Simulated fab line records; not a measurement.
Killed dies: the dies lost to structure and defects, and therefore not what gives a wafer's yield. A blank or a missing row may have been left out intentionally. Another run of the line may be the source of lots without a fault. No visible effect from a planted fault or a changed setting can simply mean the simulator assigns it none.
Matching of chambers	flow sky130	3 sister chambers for SKY_METAL3_ETCH_17 on rie-diel-03
The step etches SiO2 in C4F8/O2/Ar, stops on TiN, time 3.9 s, target depth 15 nm. 6 wafers are shown with their chamber, then 6 later ones without.

WAFERS, EACH WITH ITS CHAMBER
wafer	chamber	oes-product-au (a.u.)	bias-w (W)
L216.6	3	0.764	1201
L218.2	3	0.754	1199
L219.3	0	0.745	1195
L219.6	2	0.750	1197
L220.1	0	0.755	1199
L220.3	2	0.750	1204

WAFERS MISSING THEIR CHAMBER
wafer	oes-product-au (a.u.)	bias-w (W)
L220.4	0.762	1199
L233.2	0.749	1196
L233.4	0.756	1202
L233.6	0.760	1201
L236.2	0.747	1196
L236.5	0.746	1197

WHICH CHAMBER EACH WENT THROUGH
wafer	from the rows above	in truth
L220.4	can't be placed: 3 or 2 or 0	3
L233.2	can't be placed: 0 or 2 or 3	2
L233.4	can't be placed: 3 or 2 or 0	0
L233.6	can't be placed: 3 or 2 or 0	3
L236.2	can't be placed: 0 or 2 or 3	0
L236.5	can't be placed: 0 or 2 or 3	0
0 of 6 placed correctly. Cannot be placed on the basis of these rows: 6; the candidates contain the true chamber in 6. Wrongly placed: 0.
How it was worked out, from the rows above alone: a wafer's distance from a chamber is the root of the sum, over the readings, of the square of ((its reading less the chamber's mean) divided by the reading's scatter). If the next closest chamber is less than 2 further off than the closest, the wafer can't be placed; otherwise it belongs to the closest. A chamber's mean is the mean of its shown wafers. The scatter is the square root of a quotient: the sum, over the shown wafers, of each reading's squared deviation from its chamber's mean, divided by wafers minus chambers.
